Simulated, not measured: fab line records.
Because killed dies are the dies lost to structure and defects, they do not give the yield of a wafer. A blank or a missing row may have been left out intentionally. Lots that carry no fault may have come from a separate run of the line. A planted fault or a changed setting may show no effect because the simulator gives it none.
Which tool was responsible? || flow sky130 || 39 wafers from 13 lots sampled at 3 of the route's 708 steps

== WHAT EACH GAUGE READ, for each wafer ==
SKY_PASSIVATION_THK_MEAS_01. Usual: PASSIVATION_CVD_00_THK typically reads 90.0 nm, with standard deviation 0.99.
{"lot": "L406", "measured": "day 44 01:23", "on": "film metro-01", "PASSIVATION_CVD_00_THK (nm)": "88.9 88.8 90.2", "flag": ""}
{"lot": "L408", "measured": "day 44 06:13", "on": "film metro-01", "PASSIVATION_CVD_00_THK (nm)": "89.4 89.2 90.4", "flag": ""}
{"lot": "L413", "measured": "day 45 14:07", "on": "film metro-03", "PASSIVATION_CVD_00_THK (nm)": "89.6 88.6 89.4", "flag": ""}
{"lot": "L414", "measured": "day 45 23:41", "on": "film metro-01", "PASSIVATION_CVD_00_THK (nm)": "90.4 90.4 91.6", "flag": ""}
{"lot": "L415", "measured": "day 46 07:23", "on": "film metro-03", "PASSIVATION_CVD_00_THK (nm)": "88.9 89.5 91.1", "flag": ""}
{"lot": "L417", "measured": "day 46 11:20", "on": "film metro-02", "PASSIVATION_CVD_00_THK (nm)": "89.1 90.6 90.9", "flag": ""}
{"lot": "L416", "measured": "day 46 16:13", "on": "film metro-03", "PASSIVATION_CVD_00_THK (nm)": "88.6 88.8 90.4", "flag": ""}
{"lot": "L418", "measured": "day 46 19:24", "on": "film metro-02", "PASSIVATION_CVD_00_THK (nm)": "89.9 90.4 90.7", "flag": ""}
{"lot": "L419", "measured": "day 47 03:55", "on": "film metro-03", "PASSIVATION_CVD_00_THK (nm)": "88.9 89.0 89.5", "flag": ""}
{"lot": "L420", "measured": "day 47 05:23", "on": "film metro-02", "PASSIVATION_CVD_00_THK (nm)": "89.6 88.3 90.7", "flag": ""}
{"lot": "L424", "measured": "day 48 13:42", "on": "film metro-02", "PASSIVATION_CVD_00_THK (nm)": "89.4 90.1 91.0", "flag": ""}
{"lot": "L426", "measured": "day 48 17:09", "on": "film metro-03", "PASSIVATION_CVD_00_THK (nm)": "92.0 90.9 91.5", "flag": ""}
{"lot": "L429", "measured": "day 49 09:00", "on": "film metro-03", "PASSIVATION_CVD_00_THK (nm)": "90.1 90.6 90.7", "flag": ""}

SKY_PASSIVATION_THK_MEAS_03. Usual: PASSIVATION_CVD_02_THK typically reads 539 nm, with standard deviation 6.3.
{"lot": "L406", "measured": "day 44 01:41", "on": "film metro-03", "PASSIVATION_CVD_02_THK (nm)": "536 534 542", "flag": ""}
{"lot": "L408", "measured": "day 44 06:30", "on": "film metro-01", "PASSIVATION_CVD_02_THK (nm)": "542 541 552", "flag": ""}
{"lot": "L413", "measured": "day 45 14:23", "on": "film metro-03", "PASSIVATION_CVD_02_THK (nm)": "540 530 544", "flag": ""}
{"lot": "L414", "measured": "day 45 23:58", "on": "film metro-02", "PASSIVATION_CVD_02_THK (nm)": "534 538 547", "flag": ""}
{"lot": "L415", "measured": "day 46 07:41", "on": "film metro-02", "PASSIVATION_CVD_02_THK (nm)": "530 532 537", "flag": ""}
{"lot": "L417", "measured": "day 46 11:38", "on": "film metro-03", "PASSIVATION_CVD_02_THK (nm)": "536 545 546", "flag": ""}
{"lot": "L416", "measured": "day 46 16:30", "on": "film metro-03", "PASSIVATION_CVD_02_THK (nm)": "534 532 545", "flag": ""}
{"lot": "L418", "measured": "day 46 19:41", "on": "film metro-03", "PASSIVATION_CVD_02_THK (nm)": "540 543 546", "flag": ""}
{"lot": "L419", "measured": "day 47 04:12", "on": "film metro-03", "PASSIVATION_CVD_02_THK (nm)": "540 538 535", "flag": ""}
{"lot": "L420", "measured": "day 47 05:40", "on": "film metro-02", "PASSIVATION_CVD_02_THK (nm)": "531 535 541", "flag": ""}
{"lot": "L424", "measured": "day 48 13:59", "on": "film metro-01", "PASSIVATION_CVD_02_THK (nm)": "534 528 540", "flag": ""}
{"lot": "L426", "measured": "day 48 17:26", "on": "film metro-02", "PASSIVATION_CVD_02_THK (nm)": "548 550 546", "flag": ""}
{"lot": "L429", "measured": "day 49 09:17", "on": "film metro-03", "PASSIVATION_CVD_02_THK (nm)": "526 533 531", "flag": ""}

== EACH LOT AND THE TOOL THAT RAN IT (in order: tool; ch and the chambers of the sampled wafers; start) ==
{"lot": "L406", "SKY_LI_CONTACT_STRIP_16": "plasma asher-04 ch 0,1, day 29 09:57"}
{"lot": "L408", "SKY_LI_CONTACT_STRIP_16": "plasma asher-04 ch 0,1, day 29 16:05"}
{"lot": "L413", "SKY_LI_CONTACT_STRIP_16": "plasma asher-03 ch 0,1, day 31 09:35"}
{"lot": "L414", "SKY_LI_CONTACT_STRIP_16": "plasma asher-04 ch 0,1, day 31 22:10"}
{"lot": "L415", "SKY_LI_CONTACT_STRIP_16": "plasma asher-03 ch 0,1, day 32 07:06"}
{"lot": "L417", "SKY_LI_CONTACT_STRIP_16": "plasma asher-01 ch 0,1, day 32 12:41"}
{"lot": "L416", "SKY_LI_CONTACT_STRIP_16": "plasma asher-01 ch 0,1, day 32 14:37"}
{"lot": "L418", "SKY_LI_CONTACT_STRIP_16": "plasma asher-03 ch 0,1, day 32 21:53"}
{"lot": "L419", "SKY_LI_CONTACT_STRIP_16": "plasma asher-04 ch 0,1, day 33 08:05"}
{"lot": "L420", "SKY_LI_CONTACT_STRIP_16": "plasma asher-04 ch 0,1, day 33 12:00"}
{"lot": "L424", "SKY_LI_CONTACT_STRIP_16": "plasma asher-04 ch 0,1, day 35 07:36"}
{"lot": "L426", "SKY_LI_CONTACT_STRIP_16": "plasma asher-04 ch 0,1, day 35 11:09"}
{"lot": "L429", "SKY_LI_CONTACT_STRIP_16": "plasma asher-01 ch 0,1, day 36 13:18"}
- SKY_LI_CONTACT_STRIP_16: strips in O2/N2.

== AS READ BY THE TOOLS THEMSELVES (means over the sampled wafers that have a number; for cases with no such wafer, the mark the record gives instead) ==
SKY_LI_CONTACT_STRIP_16. Usual: drypump motor current A 5.9 A, standard deviation 0.45; n2 flow sccm 300.0 sccm, standard deviation 0.94; oes product au 0.375 a.u., standard deviation 0.0047; strip time to endpoint s 3.503 s, standard deviation 0.023.
{"lot": "L406", "tool": "plasma asher-04", "drypump motor current A (A)": 6.2, "n2 flow sccm (sccm)": 299.0, "oes product au (a.u.)": 0.376, "strip time to endpoint s (s)": 3.458, "flag": ""}
{"lot": "L408", "tool": "plasma asher-04", "drypump motor current A (A)": 6.2, "n2 flow sccm (sccm)": 300.3, "oes product au (a.u.)": 0.374, "strip time to endpoint s (s)": 3.515, "flag": ""}
{"lot": "L413", "tool": "plasma asher-03", "drypump motor current A (A)": 6.2, "n2 flow sccm (sccm)": 299.4, "oes product au (a.u.)": 0.374, "strip time to endpoint s (s)": 3.479, "flag": ""}
{"lot": "L414", "tool": "plasma asher-04", "drypump motor current A (A)": 6.2, "n2 flow sccm (sccm)": 299.3, "oes product au (a.u.)": 0.374, "strip time to endpoint s (s)": 3.503, "flag": ""}
{"lot": "L415", "tool": "plasma asher-03", "drypump motor current A (A)": 6.2, "n2 flow sccm (sccm)": 299.5, "oes product au (a.u.)": 0.377, "strip time to endpoint s (s)": 3.507, "flag": ""}
{"lot": "L417", "tool": "plasma asher-01", "drypump motor current A (A)": 5.4, "n2 flow sccm (sccm)": 299.9, "oes product au (a.u.)": 0.377, "strip time to endpoint s (s)": 3.509, "flag": ""}
{"lot": "L416", "tool": "plasma asher-01", "drypump motor current A (A)": 5.4, "n2 flow sccm (sccm)": 300.4, "oes product au (a.u.)": 0.380, "strip time to endpoint s (s)": 3.509, "flag": ""}
{"lot": "L418", "tool": "plasma asher-03", "drypump motor current A (A)": 6.4, "n2 flow sccm (sccm)": 300.8, "oes product au (a.u.)": 0.376, "strip time to endpoint s (s)": 3.518, "flag": ""}
{"lot": "L419", "tool": "plasma asher-04", "drypump motor current A (A)": 6.0, "n2 flow sccm (sccm)": 299.8, "oes product au (a.u.)": 0.379, "strip time to endpoint s (s)": 3.498, "flag": ""}
{"lot": "L420", "tool": "plasma asher-04", "drypump motor current A (A)": 6.0, "n2 flow sccm (sccm)": 299.8, "oes product au (a.u.)": 0.371, "strip time to endpoint s (s)": 3.483, "flag": ""}
{"lot": "L424", "tool": "plasma asher-04", "drypump motor current A (A)": 6.2, "n2 flow sccm (sccm)": 300.5, "oes product au (a.u.)": 0.369, "strip time to endpoint s (s)": 3.498, "flag": ""}
{"lot": "L426", "tool": "plasma asher-04", "drypump motor current A (A)": 6.0, "n2 flow sccm (sccm)": 300.3, "oes product au (a.u.)": 0.377, "strip time to endpoint s (s)": 3.504, "flag": ""}
{"lot": "L429", "tool": "plasma asher-01", "drypump motor current A (A)": 5.4, "n2 flow sccm (sccm)": 300.4, "oes product au (a.u.)": 0.373, "strip time to endpoint s (s)": 3.508, "flag": ""}

== THE ANSWER, worked out from the rows above alone ==
Rule: a lot is off if the mean of its wafers that have a number lies more than 3 standard deviations from the usual mean. A lot without any number at a reading at which 4 lots or more have one is off too. All remaining lots with rows at the step are treated as sound. The gauges are gone through in route order, then the tools' own readings, and for those a lot's mean is taken as printed above. At the first step where some lot is off, the reading lying furthest off is the one used; lots without a number count as furthest.
Nothing can be told from this: no lot is off at any reading shown.

== WHAT HAD BEEN PUT IN BY THE SIMULATOR ==
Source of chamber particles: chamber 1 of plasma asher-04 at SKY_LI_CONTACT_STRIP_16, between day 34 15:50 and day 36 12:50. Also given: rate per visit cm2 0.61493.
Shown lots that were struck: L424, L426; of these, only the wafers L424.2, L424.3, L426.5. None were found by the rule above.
